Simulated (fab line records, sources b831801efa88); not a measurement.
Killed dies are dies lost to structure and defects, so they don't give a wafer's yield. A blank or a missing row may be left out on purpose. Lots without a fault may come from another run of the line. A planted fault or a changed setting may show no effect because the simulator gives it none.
Which tool did it? | flow gf180mcu | 13 lots, 39 wafers sampled, at 2 steps of a route of 602

WHAT THE GAUGES READ, wafer by wafer
GF_V3_THK_MEAS_01. Usual: V3_CVD_00_THK 599 nm, standard deviation 6.7.
lot  | measured     | on            | V3_CVD_00_THK (nm) | flag
L729 | day 21 18:44 | film_metro-02 | 596 602 613        |
L730 | day 22 03:14 | film_metro-03 | 592 597 595        |
L734 | day 23 13:31 | film_metro-02 | 598 588 589        |
L736 | day 24 00:24 | film_metro-03 | 589 594 593        |
L737 | day 24 07:44 | film_metro-03 | 597 595 594        |
L738 | day 24 12:35 | film_metro-01 | 598 593 598        |
L740 | day 25 05:43 | film_metro-02 | 596 596 594        |
L746 | day 27 03:20 | film_metro-01 | 602 596 600        |
L747 | day 27 11:34 | film_metro-01 | 603 603 600        |
L748 | day 27 19:35 | film_metro-02 | 593 607 602        |
L749 | day 28 03:46 | film_metro-01 | 604 609 613        |
L751 | day 28 17:19 | film_metro-01 | 592 604 606        |
L752 | day 28 18:35 | film_metro-02 | 600 597 606        |

WHICH TOOL RAN EACH LOT (tool, then ch and the chambers of the sampled wafers, then the start)
lot  | GF_M3_SPUTTER_01
L729 | pvd_sputter-04, day 20 17:25
L730 | pvd_sputter-01, day 21 02:41
L734 | pvd_sputter-01, day 22 13:29
L736 | pvd_sputter-01, day 23 01:17
L737 | pvd_sputter-04, day 23 07:40
L738 | pvd_sputter-01, day 23 14:09
L740 | pvd_sputter-04, day 24 07:29
L746 | pvd_sputter-04, day 26 06:29
L747 | pvd_sputter-01, day 26 14:34
L748 | pvd_sputter-04, day 26 22:48
L749 | pvd_sputter-01, day 27 06:47
L751 | pvd_sputter-01, day 27 20:02
L752 | pvd_sputter-04, day 27 22:23
- GF_M3_SPUTTER_01: material TiN, target thk 30 nm, time 25 s.

WHAT THE TOOLS THEMSELVES READ (means of the sampled wafers that have a number; where no wafer has one, the mark that the record gives instead)
GF_M3_SPUTTER_01. Usual: throttle_valve_pct 30.3 %, standard deviation 1.
lot  | tool           | throttle_valve_pct (%) | flag
L729 | pvd_sputter-04 | 30.7                   |
L730 | pvd_sputter-01 | 30.0                   |
L734 | pvd_sputter-01 | 30.1                   |
L736 | pvd_sputter-01 | 29.8                   |
L737 | pvd_sputter-04 | 30.4                   |
L738 | pvd_sputter-01 | 30.5                   |
L740 | pvd_sputter-04 | 29.8                   |
L746 | pvd_sputter-04 | 31.4                   |
L747 | pvd_sputter-01 | 30.0                   |
L748 | pvd_sputter-04 | 31.9                   |
L749 | pvd_sputter-01 | 30.6                   |
L751 | pvd_sputter-01 | 30.6                   |
L752 | pvd_sputter-04 | 30.3                   |

THE ANSWER, worked out from the rows above alone
Rule: a lot is off if the mean of its wafers that have a number lies more than 3 standard deviations from the usual mean. A lot without any number at a reading at which 4 lots or more have one is off too. The other lots that the step has rows for count as sound. The gauges are gone through in route order, then the tools' own readings, and for those a lot's mean is taken as printed above. The first step at which some lot is off is used, and at that step the reading that is off furthest; a lot without a number counts as furthest.
No lot is off at any reading shown: from this, nothing can be told.

WHAT THE SIMULATOR HAD PUT IN
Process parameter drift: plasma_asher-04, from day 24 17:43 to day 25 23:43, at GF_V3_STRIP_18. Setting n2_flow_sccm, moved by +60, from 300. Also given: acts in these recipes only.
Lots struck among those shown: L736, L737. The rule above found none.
